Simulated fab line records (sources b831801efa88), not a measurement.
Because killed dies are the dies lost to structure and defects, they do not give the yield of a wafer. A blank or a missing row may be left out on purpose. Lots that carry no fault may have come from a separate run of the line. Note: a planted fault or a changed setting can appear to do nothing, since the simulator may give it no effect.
fab line records -- flow sky130
record: lots: 13, wafers: 39, lastDay: 50
route steps=708 shown GATE_OXIDE@201 LDD_N@254 LDD_P@261 PAD_OPEN@708
lots that met no fault: taken from a fault-free run of the same line
startH: start of the lot's first displayed wafer, in hours after the record's first day -- waitH: hours from the lot's prior step to this one -- " unchanged from the row above -- L1.1+2: one row covering several wafers at once -- - value missing, or start not given -- * or withheld: withheld -- < > ~ a bound
route shown NAME@n: NAME is a module with steps in the file, n the number in the route of the first one -- usual: the fault-free wafers' mean and standard deviation -- same: alike in all rows -- chamber/n: place in a boat -- sites: the reading at each site -- _std_site: their standard deviation -- _edge_site: mean of outer sites minus mean of inner sites -- radiusMm: for every site, how far away it sits from the centre of the wafer -- mask NAME#n: copy n -- behind: the most recent tool/chamber to have shaped the wafer -- hold: what put the lot on hold/how long, in hours/how the hold closed -- device: names the non-switching transistor (n, p or np) -- end of line: tests of these same wafers at the route's end -- where a step has no rows: the recipe by itself -- killed: count of dies lost to structure and defects at first sort (not the wafer's yield) -- map: a wafer's dies, x killed, . not, _ none there
set.NAME: setting as actually run; set.NAME@STEP: the setting as run at that earlier step -- model.NAME: the simulator's own value behind a step, which no gauge read
one table for each step of the route and one row for each wafer, over a sample of lots
services: when a tool's chamber went out of use (startH, in hours from the record's first day, below 0 if earlier), for how many hours, and the reason
== steps ==
step: SKY_GATE_OXIDE_TW_MEAS_14
usual: GATE_OXIDE_TW: 223.3/1.4
lot.wafer,tool,chamber,startH,waitH,GATE_OXIDE_TW
L616.3,filmMetro-04,-,310.24,0.1,222.8
L616.4,filmMetro-04,-,310.24,0.1,222.8
L616.5,filmMetro-04,-,310.24,0.1,221.8
L617.3,filmMetro-04,-,318.98,0.1,225.0
L617.5,filmMetro-04,-,318.98,0.1,223.4
L617.6,filmMetro-04,-,318.98,0.1,223.7
L618.2,filmMetro-02,-,323.20,0.1,222.9
L618.4,filmMetro-02,-,323.20,0.1,220.4
L618.5,filmMetro-02,-,323.20,0.1,221.5
L619.4,filmMetro-04,-,326.15,0.1,223.7
L619.5,filmMetro-04,-,326.15,0.1,224.9
L619.6,filmMetro-04,-,326.15,0.1,222.4
L620.1,filmMetro-02,-,343.44,0.1,224.9
L620.3,filmMetro-02,-,343.44,0.1,224.4
L620.6,filmMetro-02,-,343.44,0.1,225.1
L621.3,filmMetro-02,-,350.38,0.1,225.0
L621.4,filmMetro-02,-,350.38,0.1,224.1
L621.5,filmMetro-02,-,350.38,0.1,224.0
L628.2,filmMetro-02,-,411.32,0.1,225.3
L628.4,filmMetro-02,-,411.32,0.1,224.3
L628.5,filmMetro-02,-,411.32,0.1,224.5
L629.1,filmMetro-04,-,418.69,0.1,222.6
L629.2,filmMetro-04,-,418.69,0.1,223.0
L629.6,filmMetro-04,-,418.69,0.1,223.3
L631.2,filmMetro-02,-,432.81,0.1,225.8
L631.4,filmMetro-02,-,432.81,0.1,225.1
L631.5,filmMetro-02,-,432.81,0.1,224.9
L632.1,filmMetro-04,-,444.93,0.1,224.5
L632.5,filmMetro-04,-,444.93,0.1,223.7
L632.6,filmMetro-04,-,444.93,0.1,224.3
L633.1,filmMetro-04,-,457.72,0.1,224.2
L633.5,filmMetro-04,-,457.72,0.1,223.4
L633.6,filmMetro-04,-,457.72,0.1,221.9
L635.1,filmMetro-03,-,470.09,0.1,222.4
L635.4,filmMetro-03,-,470.09,0.1,220.3
L635.6,filmMetro-03,-,470.09,0.1,220.5
L639.2,filmMetro-04,-,504.93,0.1,221.9
L639.3,filmMetro-04,-,504.93,0.1,222.3
L639.6,filmMetro-04,-,504.93,0.1,221.3
step: SKY_LDD_N_TW_MEAS_17
usual: LDD_N_TW: 2586/26
lot.wafer,tool,chamber,startH,waitH,LDD_N_TW
L616.3,filmMetro-01,-,403.99,0.1,2598
L616.4,filmMetro-01,-,403.99,0.1,2599
L616.5,filmMetro-01,-,403.99,0.1,2602
L617.3,filmMetro-01,-,409.01,0.1,2630
L617.5,filmMetro-01,-,409.01,0.1,2626
L617.6,filmMetro-01,-,409.01,0.1,2638
L618.2,filmMetro-01,-,415.48,0.1,2616
L618.4,filmMetro-01,-,415.48,0.1,2621
L618.5,filmMetro-01,-,415.48,0.1,2618
L619.4,filmMetro-01,-,423.25,0.1,2620
L619.5,filmMetro-01,-,423.25,0.1,2624
L619.6,filmMetro-01,-,423.25,0.1,2618
L620.1,filmMetro-03,-,438.22,0.1,2554
L620.3,filmMetro-03,-,438.22,0.1,2558
L620.6,filmMetro-03,-,438.22,0.1,2548
L621.3,filmMetro-02,-,448.09,0.1,2599
L621.4,filmMetro-02,-,448.09,0.1,2591
L621.5,filmMetro-02,-,448.09,0.1,2593
L628.2,filmMetro-02,-,510.45,0.1,2593
L628.4,filmMetro-02,-,510.45,0.1,2587
L628.5,filmMetro-02,-,510.45,0.1,2595
L629.1,filmMetro-01,-,519.05,0.1,2606
L629.2,filmMetro-01,-,519.05,0.1,2605
L629.6,filmMetro-01,-,519.05,0.1,2602
L631.2,filmMetro-02,-,532.80,0.1,2575
L631.4,filmMetro-02,-,532.80,0.1,2592
L631.5,filmMetro-02,-,532.80,0.1,2583
L632.1,filmMetro-01,-,545.72,0.1,2608
L632.5,filmMetro-01,-,545.72,0.1,2597
L632.6,filmMetro-01,-,545.72,0.1,2599
L633.1,filmMetro-02,-,556.92,0.1,2585
L633.5,filmMetro-02,-,556.92,0.1,2580
L633.6,filmMetro-02,-,556.92,0.1,2594
L635.1,filmMetro-02,-,570.30,0.1,2585
L635.4,filmMetro-02,-,570.30,0.1,2589
L635.6,filmMetro-02,-,570.30,0.1,2592
L639.2,filmMetro-01,-,601.68,0.1,2603
L639.3,filmMetro-01,-,601.68,0.1,2603
L639.6,filmMetro-01,-,601.68,0.1,2610
step: SKY_LDD_P_DEVELOP_06
recipe: resist: NOVOLAK, developer: TMAH, developTimeS: 60, devTempC: 23
lot.wafer,tool,chamber,startH,waitH
L616.3+4+5,lithoTrack-01,0,434.07,0.1
L617.3+5+6,lithoTrack-01,0,439.72,0.1
L618.2+4+5,lithoTrack-01,0,445.90,0.1
L619.4+5+6,lithoTrack-02,0,454.11,0.1
L620.1+3+6,lithoTrack-01,0,468.57,0.1
L621.3+4+5,lithoTrack-04,0,478.65,0.1
L628.2+4+5,lithoTrack-04,0,540.33,0.1
L629.1+2+6,lithoTrack-01,0,549.37,0.1
L631.2+4+5,lithoTrack-04,0,562.38,0.1
L632.1+5+6,lithoTrack-01,0,575.62,0.1
L633.1+5+6,lithoTrack-01,0,585.82,0.1
L635.1+4+6,lithoTrack-02,0,599.28,0.1
L639.2+3+6,lithoTrack-02,0,630.86,0.1
step: SKY_LDD_P_CD_MEAS_07
recipe: targetCdNm: 380
usual: cdNm: 379.8/2.5
lot.wafer,tool,chamber,startH,waitH,cdNm
L616.3,cdSem-01,-,434.21,0.1,378.5
L616.4,cdSem-01,-,434.21,0.1,379.5
L616.5,cdSem-01,-,434.21,0.1,383.0
L617.3,cdSem-01,-,439.86,0.1,374.8
L617.5,cdSem-01,-,439.86,0.1,377.3
L617.6,cdSem-01,-,439.86,0.1,377.7
L618.2,cdSem-02,-,446.04,0.1,420.3
L618.4,cdSem-02,-,446.04,0.1,420.7
L618.5,cdSem-02,-,446.04,0.1,418.9
L619.4,cdSem-02,-,454.24,0.1,380.0
L619.5,cdSem-02,-,454.24,0.1,378.0
L619.6,cdSem-02,-,454.24,0.1,377.4
L620.1,cdSem-01,-,468.72,0.1,414.2
L620.3,cdSem-01,-,468.72,0.1,414.3
L620.6,cdSem-01,-,468.72,0.1,413.4
L621.3,cdSem-01,-,478.79,0.1,388.2
L621.4,cdSem-01,-,478.79,0.1,383.8
L621.5,cdSem-01,-,478.79,0.1,380.8
L628.2,cdSem-01,-,540.47,0.1,382.3
L628.4,cdSem-01,-,540.47,0.1,381.1
L628.5,cdSem-01,-,540.47,0.1,379.7
L629.1,cdSem-01,-,549.52,0.1,380.1
L629.2,cdSem-01,-,549.52,0.1,378.6
L629.6,cdSem-01,-,549.52,0.1,378.8
L631.2,cdSem-02,-,562.52,0.1,383.6
L631.4,cdSem-02,-,562.52,0.1,381.6
L631.5,cdSem-02,-,562.52,0.1,381.5
L632.1,cdSem-02,-,575.77,0.1,377.0
L632.5,cdSem-02,-,575.77,0.1,378.9
L632.6,cdSem-02,-,575.77,0.1,375.2
L633.1,cdSem-01,-,585.97,0.1,378.0
L633.5,cdSem-01,-,585.97,0.1,380.0
L633.6,cdSem-01,-,585.97,0.1,377.3
L635.1,cdSem-02,-,599.43,0.1,379.5
L635.4,cdSem-02,-,599.43,0.1,379.1
L635.6,cdSem-02,-,599.43,0.1,377.5
L639.2,cdSem-02,-,631.00,0.1,377.5
L639.3,cdSem-02,-,631.00,0.1,379.3
L639.6,cdSem-02,-,631.00,0.1,378.5
step: SKY_LDD_P_STRIP_10
recipe: chemistry: O2/N2, powerW: 1400, pressureMtorr: 1500, platenTempC: withheld, o2FlowSccm: 3000, n2FlowSccm: 300, overashFraction: 0.5
usual: drypumpMotorCurrentA: 5.8/0.35, oesProductAu: 0.716/0.0047, stripTimeToEndpointS: 14.20/0.039
lot.wafer,tool,chamber,startH,waitH,drypumpMotorCurrentA,oesProductAu,rfHoursCounterH,stripTimeToEndpointS
L616.3,plasmaAsher-03,0,434.51,0.1,5.9,0.713,-,14.24
L616.4,plasmaAsher-03,1,434.51,0.1,5.3,0.715,-,14.26
L616.5,plasmaAsher-03,0,434.51,0.1,5.9,0.713,-,14.21
L617.3,plasmaAsher-03,1,440.16,0.1,5.3,0.709,-,14.24
L617.5,plasmaAsher-03,1,440.16,0.1,5.3,0.713,-,14.21
L617.6,plasmaAsher-03,0,440.16,0.1,5.9,0.727,-,14.29
L618.2,plasmaAsher-01,1,446.33,0.1,6.2,0.708,65,14.21
L618.4,plasmaAsher-01,0,446.33,0.1,5.4,0.715,-,14.22
L618.5,plasmaAsher-01,0,446.33,0.1,5.4,0.708,-,14.24
L619.4,plasmaAsher-03,0,454.52,0.1,5.9,0.722,-,14.23
L619.5,plasmaAsher-03,0,454.52,0.1,5.9,0.715,-,14.20
L619.6,plasmaAsher-03,1,454.52,0.1,5.3,0.713,-,14.18
L620.1,plasmaAsher-03,0,469.03,0.1,5.9,0.724,31,14.21
L620.3,plasmaAsher-03,1,469.03,0.1,5.3,0.712,-,14.22
L620.6,plasmaAsher-03,1,469.03,0.1,5.2,0.718,-,14.18
L621.3,plasmaAsher-04,0,479.11,0.1,5.6,0.717,-,14.19
L621.4,plasmaAsher-04,1,479.11,0.1,6.1,0.723,-,14.22
L621.5,plasmaAsher-04,0,479.11,0.1,5.6,0.721,-,14.21
L628.2,plasmaAsher-04,1,540.76,0.1,6.1,0.720,86,14.17
L628.4,plasmaAsher-04,1,540.76,0.1,6.1,0.711,-,14.15
L628.5,plasmaAsher-04,0,540.76,0.1,5.7,0.709,-,14.16
L629.1,plasmaAsher-03,1,549.83,0.1,5.3,0.717,38,14.09
L629.2,plasmaAsher-03,0,549.83,0.1,5.9,0.721,38,14.14
L629.6,plasmaAsher-03,0,549.83,0.1,5.9,0.716,-,14.12
L631.2,plasmaAsher-03,0,562.81,0.1,5.9,0.716,39,14.26
L631.4,plasmaAsher-03,1,562.81,0.1,5.3,0.716,-,14.25
L631.5,plasmaAsher-03,1,562.81,0.1,5.3,0.713,-,14.24
L632.1,plasmaAsher-04,1,576.08,0.1,6.1,0.708,90,14.18
L632.5,plasmaAsher-04,0,576.08,0.1,5.7,0.722,-,14.22
L632.6,plasmaAsher-04,1,576.08,0.1,6.1,0.714,-,14.21
L633.1,plasmaAsher-04,0,586.28,0.1,5.7,0.720,91,14.24
L633.5,plasmaAsher-04,0,586.28,0.1,5.7,0.713,-,14.23
L633.6,plasmaAsher-04,1,586.28,0.1,6.1,0.710,-,14.22
L635.1,plasmaAsher-01,0,599.74,0.1,5.4,0.718,81,14.23
L635.4,plasmaAsher-01,0,599.74,0.1,5.4,0.708,-,14.22
L635.6,plasmaAsher-01,1,599.74,0.1,6.2,0.717,-,14.27
L639.2,plasmaAsher-01,0,631.29,0.1,5.4,0.717,84,14.18
L639.3,plasmaAsher-01,1,631.29,0.1,6.2,0.720,-,14.14
L639.6,plasmaAsher-01,0,631.29,0.1,5.5,0.705,-,14.13
step: SKY_PAD_OPEN_PROBE_99
usual: killed_at_M0_to_M3: 43/6.3, killed_at_M4_up: 3.1/1.9, killedAtContacts: 24/5.1, killedAtFrontEnd: 14/4.3, killedAtOther: 0.3/0.53, killedDies: 85/8.8, killedOpen: 46/7.1, killedShort: 38/5.9
same: grossDies: 492, killedAtBackSide: 0
lot.wafer,tool,chamber,startH,waitH,killed_at_M0_to_M3,killed_at_M4_up,killedAtContacts,killedAtFrontEnd,killedAtOther,killedDies,killedOpen,killedShort
L616.3,prober-01,-,1073.93,0.2,39,1,22,10,1,73,40,33
L616.4,prober-01,-,1073.98,0.2,46,2,26,18,0,92,54,38
L616.5,prober-01,-,1074.03,0.2,47,4,23,9,0,83,56,25
L617.3,prober-02,-,1078.88,0.2,47,5,20,13,0,85,51,34
L617.5,prober-02,-,1078.98,0.2,32,4,26,14,0,76,42,34
L617.6,prober-02,-,1079.03,0.2,38,3,24,12,1,78,37,41
L618.2,prober-01,-,1082.82,0.1,49,3,20,14,0,86,52,34
L618.4,prober-01,-,1082.92,0.2,45,6,18,13,0,82,47,35
L618.5,prober-01,-,1082.97,0.2,40,7,25,12,0,84,45,39
L619.4,prober-02,-,1087.70,0.2,46,4,27,14,1,92,51,40
L619.5,prober-02,-,1087.75,0.2,38,5,23,19,0,85,44,41
L619.6,prober-02,-,1087.80,0.2,42,4,20,9,1,76,35,40
L620.1,prober-01,-,1100.68,0.1,37,5,29,21,0,92,52,40
L620.3,prober-01,-,1100.78,0.2,41,7,18,8,0,74,36,38
L620.6,prober-01,-,1100.93,0.2,39,0,26,15,0,80,37,43
L621.3,prober-02,-,1105.66,0.2,42,2,33,13,0,90,47,43
L621.4,prober-02,-,1105.71,0.2,51,1,20,14,0,86,47,39
L621.5,prober-02,-,1105.76,0.2,50,1,30,13,0,94,47,47
L628.2,prober-01,-,1145.50,0.1,46,2,18,19,0,85,45,40
L628.4,prober-01,-,1145.60,0.2,41,4,21,11,0,77,41,36
L628.5,prober-01,-,1145.65,0.2,42,2,27,20,1,92,41,51
L629.1,prober-02,-,1148.38,0.1,48,2,24,11,0,85,45,38
L629.2,prober-02,-,1148.43,0.1,42,1,27,8,0,78,30,47
L629.6,prober-02,-,1148.63,0.2,36,5,22,19,0,82,55,27
L631.2,prober-02,-,1157.33,0.1,45,6,25,17,1,94,54,40
L631.4,prober-02,-,1157.43,0.2,47,6,30,14,0,97,53,44
L631.5,prober-02,-,1157.48,0.2,40,3,24,20,0,87,45,42
L632.1,prober-01,-,1167.17,0.1,41,3,16,18,0,78,39,39
L632.5,prober-01,-,1167.37,0.2,42,2,25,15,0,84,40,44
L632.6,prober-01,-,1167.42,0.2,36,3,21,12,0,72,41,31
L633.1,prober-02,-,1172.55,0.1,41,1,21,16,1,80,46,33
L633.5,prober-02,-,1172.75,0.2,39,1,26,12,1,79,35,43
L633.6,prober-02,-,1172.80,0.2,41,3,19,17,1,81,35,46
L635.1,prober-02,-,1180.79,0.1,36,3,22,9,0,70,42,28
L635.4,prober-02,-,1180.94,0.2,44,1,23,19,0,87,49,38
L635.6,prober-02,-,1181.04,0.2,47,3,19,14,0,83,47,36
L639.2,prober-01,-,1198.67,0.1,50,2,21,10,0,83,49,34
L639.3,prober-01,-,1198.72,0.2,39,2,22,17,0,80,46,34
L639.6,prober-01,-,1198.87,0.2,46,4,24,17,0,91,51,40
killed by level:class
L616.3 VIA1:geometricParticle:open=10 CONTACT:geometricParticle:open=7 LI_CONTACT:geometricParticle:open=6 VIA2:geometricParticle:open=6 FIELD_ISO:geometricParticle:short=5 METAL3:geometricParticle:short=5 METAL1:geometricParticle:short=5 CONTACT:geometricParticle:short=4
L616.4 VIA2:geometricParticle:open=9 CONTACT:geometricParticle:open=8 VIA1:geometricParticle:open=8 VIA3:geometricParticle:open=8 LI_CONTACT:geometricParticle:open=7 FIELD_ISO:geometricParticle:open=6 CONTACT:geometricParticle:short=6 METAL1:geometricParticle:short=5
L616.5 VIA1:geometricParticle:open=16 CONTACT:geometricParticle:open=12 VIA3:geometricParticle:open=8 VIA2:geometricParticle:open=5 FIELD_ISO:geometricParticle:open=4 LI_CONTACT:geometricParticle:open=4 METAL1:geometricParticle:short=4 VIA1:geometricParticle:short=4
L617.3 VIA1:geometricParticle:open=13 VIA3:geometricParticle:open=10 LI_CONTACT:geometricParticle:open=8 METAL2:geometricParticle:short=5 CONTACT:geometricParticle:open=5 VIA3:geometricParticle:short=5 FIELD_ISO:geometricParticle:short=4 POLY_GATE:geometricParticle:open=4
L617.5 CONTACT:geometricParticle:open=9 VIA1:geometricParticle:open=9 LI_CONTACT:geometricParticle:open=7 VIA2:geometricParticle:open=5 METAL2:geometricParticle:short=5 FIELD_ISO:geometricParticle:short=4 FIELD_ISO:geometricParticle:open=4 LI_CONTACT:geometricParticle:short=3
L617.6 VIA1:geometricParticle:open=13 CONTACT:geometricParticle:open=7 CONTACT:geometricParticle:short=7 LI_CONTACT:geometricParticle:open=6 POLY_GATE:geometricParticle:short=5 METAL2:geometricParticle:short=5 FIELD_ISO:geometricParticle:short=4 VIA2:geometricParticle:short=4
L618.2 VIA1:geometricParticle:open=12 CONTACT:geometricParticle:open=10 VIA3:geometricParticle:open=7 VIA1:geometricParticle:short=5 VIA2:geometricParticle:open=5 METAL1:geometricParticle:short=5 VIA3:geometricParticle:short=5 FIELD_ISO:geometricParticle:open=4
L618.4 VIA1:geometricParticle:open=12 VIA3:geometricParticle:open=8 CONTACT:geometricParticle:open=6 VIA2:geometricParticle:open=6 METAL3:geometricParticle:short=6 METAL4:geometricParticle:short=5 POLY_GATE:geometricParticle:short=4 LI_CONTACT:geometricParticle:open=4
L618.5 LI_CONTACT:geometricParticle:open=13 VIA1:geometricParticle:open=7 VIA2:geometricParticle:open=7 VIA3:geometricParticle:open=7 CONTACT:geometricParticle:open=6 METAL4:geometricParticle:short=6 CONTACT:geometricParticle:short=5 METAL3:geometricParticle:short=5
L619.4 VIA1:geometricParticle:open=13 CONTACT:geometricParticle:open=10 LOCAL_INTERCONNECT:geometricParticle:short=7 FIELD_ISO:geometricParticle:short=6 LI_CONTACT:geometricParticle:open=6 VIA3:geometricParticle:open=6 VIA1:geometricParticle:short=5 METAL1:geometricParticle:short=5
L619.5 LI_CONTACT:geometricParticle:open=9 VIA3:geometricParticle:open=9 VIA1:geometricParticle:open=8 POLY_GATE:geometricParticle:short=6 METAL1:geometricParticle:short=6 CONTACT:geometricParticle:open=5 VIA2:geometricParticle:open=4 VIA3:geometricParticle:short=4
L619.6 LI_CONTACT:geometricParticle:open=9 METAL1:geometricParticle:short=7 VIA3:geometricParticle:open=6 VIA1:geometricParticle:open=5 VIA2:geometricParticle:short=5 VIA2:geometricParticle:open=5 CONTACT:geometricParticle:short=4 METAL2:geometricParticle:short=4
L620.1 VIA1:geometricParticle:open=9 LI_CONTACT:geometricParticle:open=8 CONTACT:geometricParticle:open=8 VIA3:geometricParticle:open=7 CONTACT:geometricParticle:short=6 POLY_GATE:geometricParticle:open=5 POLY_GATE:geometricParticle:short=5 METAL3:geometricParticle:short=5
L620.3 VIA3:geometricParticle:open=7 VIA2:geometricParticle:open=6 METAL4:geometricParticle:short=6 METAL1:geometricParticle:short=5 VIA1:geometricParticle:open=5 VIA2:geometricParticle:short=4 CONTACT:geometricParticle:open=4 LI_CONTACT:geometricParticle:open=4
L620.6 CONTACT:geometricParticle:short=6 METAL1:geometricParticle:short=6 VIA3:geometricParticle:short=6 LOCAL_INTERCONNECT:geometricParticle:short=5 METAL2:geometricParticle:short=5 VIA2:geometricParticle:open=5 VIA3:geometricParticle:open=5 LI_CONTACT:geometricParticle:short=4
L621.3 CONTACT:geometricParticle:open=10 LI_CONTACT:geometricParticle:open=9 METAL1:geometricParticle:short=8 CONTACT:geometricParticle:short=6 VIA1:geometricParticle:short=6 VIA2:geometricParticle:open=6 VIA3:geometricParticle:open=6 LOCAL_INTERCONNECT:geometricParticle:short=5
L621.4 CONTACT:geometricParticle:open=9 VIA3:geometricParticle:open=9 VIA2:geometricParticle:open=9 VIA1:geometricParticle:open=8 METAL2:geometricParticle:short=7 METAL1:geometricParticle:short=5 METAL3:geometricParticle:short=5 CONTACT:geometricParticle:short=4
L621.5 VIA1:geometricParticle:open=11 LI_CONTACT:geometricParticle:open=9 CONTACT:geometricParticle:open=8 METAL2:geometricParticle:short=7 LOCAL_INTERCONNECT:geometricParticle:short=6 METAL1:geometricParticle:short=6 VIA2:geometricParticle:short=6 VIA3:geometricParticle:open=6
L628.2 VIA1:geometricParticle:open=10 FIELD_ISO:geometricParticle:short=8 METAL1:geometricParticle:short=8 CONTACT:geometricParticle:open=8 LI_CONTACT:geometricParticle:open=7 VIA2:geometricParticle:open=7 METAL2:geometricParticle:short=6 VIA1:geometricParticle:short=6
L628.4 VIA1:geometricParticle:open=12 CONTACT:geometricParticle:open=8 METAL1:geometricParticle:short=7 LI_CONTACT:geometricParticle:open=6 VIA3:geometricParticle:short=5 FIELD_ISO:geometricParticle:short=4 LOCAL_INTERCONNECT:geometricParticle:short=4 VIA1:geometricParticle:short=4
L628.5 LI_CONTACT:geometricParticle:open=9 CONTACT:geometricParticle:open=9 METAL1:geometricParticle:short=8 VIA1:geometricParticle:open=8 LOCAL_INTERCONNECT:geometricParticle:short=7 FIELD_ISO:geometricParticle:open=5 METAL3:geometricParticle:short=5 VIA1:geometricParticle:short=5
L629.1 CONTACT:geometricParticle:open=12 VIA1:geometricParticle:open=9 VIA1:geometricParticle:short=7 METAL1:geometricParticle:short=6 METAL2:geometricParticle:short=6 VIA2:geometricParticle:open=6 LI_CONTACT:geometricParticle:open=5 FIELD_ISO:geometricParticle:open=4
L629.2 LI_CONTACT:geometricParticle:open=8 METAL2:geometricParticle:short=8 CONTACT:geometricParticle:open=7 VIA1:geometricParticle:open=7 VIA1:geometricParticle:short=6 METAL1:geometricParticle:short=6 LI_CONTACT:geometricParticle:short=5 LOCAL_INTERCONNECT:geometricParticle:short=4
L629.6 VIA1:geometricParticle:open=12 CONTACT:geometricParticle:open=11 VIA2:geometricParticle:open=7 FIELD_ISO:geometricParticle:open=6 LI_CONTACT:geometricParticle:open=6 METAL2:geometricParticle:short=5 POLY_GATE:geometricParticle:short=4 POLY_GATE:geometricParticle:open=4
L631.2 VIA2:geometricParticle:open=12 CONTACT:geometricParticle:open=11 FIELD_ISO:geometricParticle:short=7 VIA3:geometricParticle:open=7 VIA1:geometricParticle:short=5 VIA1:geometricParticle:open=5 POLY_GATE:geometricParticle:short=4 POLY_GATE:geometricParticle:open=4
L631.4 CONTACT:geometricParticle:open=12 VIA1:geometricParticle:open=10 VIA2:geometricParticle:open=8 METAL1:geometricParticle:short=7 VIA3:geometricParticle:open=7 LI_CONTACT:geometricParticle:open=6 LOCAL_INTERCONNECT:geometricParticle:short=5 POLY_GATE:geometricParticle:short=4
L631.5 LI_CONTACT:geometricParticle:open=10 FIELD_ISO:geometricParticle:open=7 METAL1:geometricParticle:short=7 VIA1:geometricParticle:open=7 FIELD_ISO:geometricParticle:short=6 CONTACT:geometricParticle:open=6 METAL3:geometricParticle:short=5 VIA3:geometricParticle:open=5
L632.1 VIA1:geometricParticle:open=7 FIELD_ISO:geometricParticle:open=6 VIA1:geometricParticle:short=6 VIA2:geometricParticle:open=6 CONTACT:geometricParticle:open=5 METAL2:geometricParticle:short=5 LI_CONTACT:geometricParticle:open=4 CONTACT:geometricParticle:short=4
L632.5 CONTACT:geometricParticle:open=8 VIA2:geometricParticle:open=8 VIA1:geometricParticle:open=6 LI_CONTACT:geometricParticle:open=5 LI_CONTACT:geometricParticle:short=5 VIA3:geometricParticle:open=5 METAL2:geometricParticle:short=5 POLY_GATE:geometricParticle:short=4
L632.6 CONTACT:geometricParticle:open=10 VIA1:geometricParticle:open=10 VIA1:geometricParticle:short=6 VIA3:geometricParticle:open=6 FIELD_ISO:geometricParticle:short=4 LI_CONTACT:geometricParticle:open=4 VIA2:geometricParticle:open=4 CONTACT:geometricParticle:short=3
L633.1 VIA1:geometricParticle:open=10 LI_CONTACT:geometricParticle:open=7 CONTACT:geometricParticle:open=7 VIA3:geometricParticle:open=7 VIA2:geometricParticle:open=6 FIELD_ISO:geometricParticle:short=5 POLY_GATE:geometricParticle:short=4 LOCAL_INTERCONNECT:geometricParticle:short=4
L633.5 VIA1:geometricParticle:open=12 VIA3:geometricParticle:open=7 FIELD_ISO:geometricParticle:short=6 LI_CONTACT:geometricParticle:short=6 LI_CONTACT:geometricParticle:open=6 CONTACT:geometricParticle:short=5 LOCAL_INTERCONNECT:geometricParticle:short=5 METAL2:geometricParticle:short=5
L633.6 VIA1:geometricParticle:open=9 METAL2:geometricParticle:short=8 LI_CONTACT:geometricParticle:open=6 CONTACT:geometricParticle:short=6 METAL1:geometricParticle:short=5 VIA1:geometricParticle:short=5 FIELD_ISO:geometricParticle:short=4 POLY_GATE:geometricParticle:short=4
L635.1 VIA1:geometricParticle:open=11 CONTACT:geometricParticle:open=7 LI_CONTACT:geometricParticle:open=6 VIA3:geometricParticle:open=5 CONTACT:geometricParticle:short=4 METAL1:geometricParticle:short=4 METAL3:geometricParticle:short=4 VIA3:geometricParticle:short=4
L635.4 VIA1:geometricParticle:open=9 CONTACT:geometricParticle:short=7 LI_CONTACT:geometricParticle:open=7 VIA2:geometricParticle:open=7 METAL2:geometricParticle:short=6 VIA3:geometricParticle:open=6 CONTACT:geometricParticle:open=6 POLY_GATE:geometricParticle:short=5
L635.6 VIA1:geometricParticle:open=13 CONTACT:geometricParticle:open=9 METAL1:geometricParticle:short=7 VIA2:geometricParticle:open=7 VIA3:geometricParticle:open=7 POLY_GATE:geometricParticle:open=5 LOCAL_INTERCONNECT:geometricParticle:short=4 METAL2:geometricParticle:short=4
L639.2 VIA2:geometricParticle:open=10 VIA3:geometricParticle:open=10 VIA1:geometricParticle:open=9 CONTACT:geometricParticle:open=9 VIA2:geometricParticle:short=6 LI_CONTACT:geometricParticle:short=4 METAL2:geometricParticle:short=4 FIELD_ISO:geometricParticle:open=3
L639.3 VIA1:geometricParticle:open=7 CONTACT:geometricParticle:open=7 VIA3:geometricParticle:open=7 VIA2:geometricParticle:open=7 LI_CONTACT:geometricParticle:open=5 METAL2:geometricParticle:short=5 CONTACT:geometricParticle:short=5 FIELD_ISO:geometricParticle:short=4
L639.6 VIA3:geometricParticle:open=13 LI_CONTACT:geometricParticle:open=7 CONTACT:geometricParticle:open=7 VIA2:geometricParticle:open=7 VIA1:geometricParticle:open=6 METAL1:geometricParticle:short=6 LOCAL_INTERCONNECT:geometricParticle:short=5 FIELD_ISO:geometricParticle:open=4
== services ==
tool,chamber,startH,hours,kind
plasmaAsher-03,-,413.36,0.8,repair
plasmaAsher-03,-,507.42,0.3,repair
plasmaAsher-03,-,513.41,12.9,pm
plasmaAsher-03,-,557.55,2.8,pm
plasmaAsher-03,-,572.22,1.7,repair
== key ==
firstSign: step: SKY_LDD_P_CD_MEAS_07, reading: cdNm, direction: up, sigmas: 15, usual: 379.8, struck: 417.0, through: controlLoop
effect none on later readings
metAt SKY_LDD_P_DEVELOP_06
struckLots L618,L620
testerLeftOut L618,L620
loopTrim: step: SKY_LDD_P_EXPOSE_04, setting: dose, lots: L620
notActingAt SKY_GATE_OXIDE_TW_MEAS_14,SKY_LDD_N_TW_MEAS_17,SKY_LDD_P_STRIP_10
onsetBetween 439.72 445.90
fault: kind: processParameterDrift, tool: lithoTrack-01, chamber: -, onsetH: 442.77, steps: SKY_LDD_P_DEVELOP_06, channel: developTimeS, offset: *, shape: step, endH: 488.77, actsIn: *, stated: *
testerLeftOut: of these lots the tester's yield and bins aren't shown, on N5 and GAA mostly nor the transistor test; their killed dies are dies lost to structure and defects alone, not to doping, threshold or leakage, so they don't give the yield
loopTrim: a control loop set the setting to another value than it would have without faults
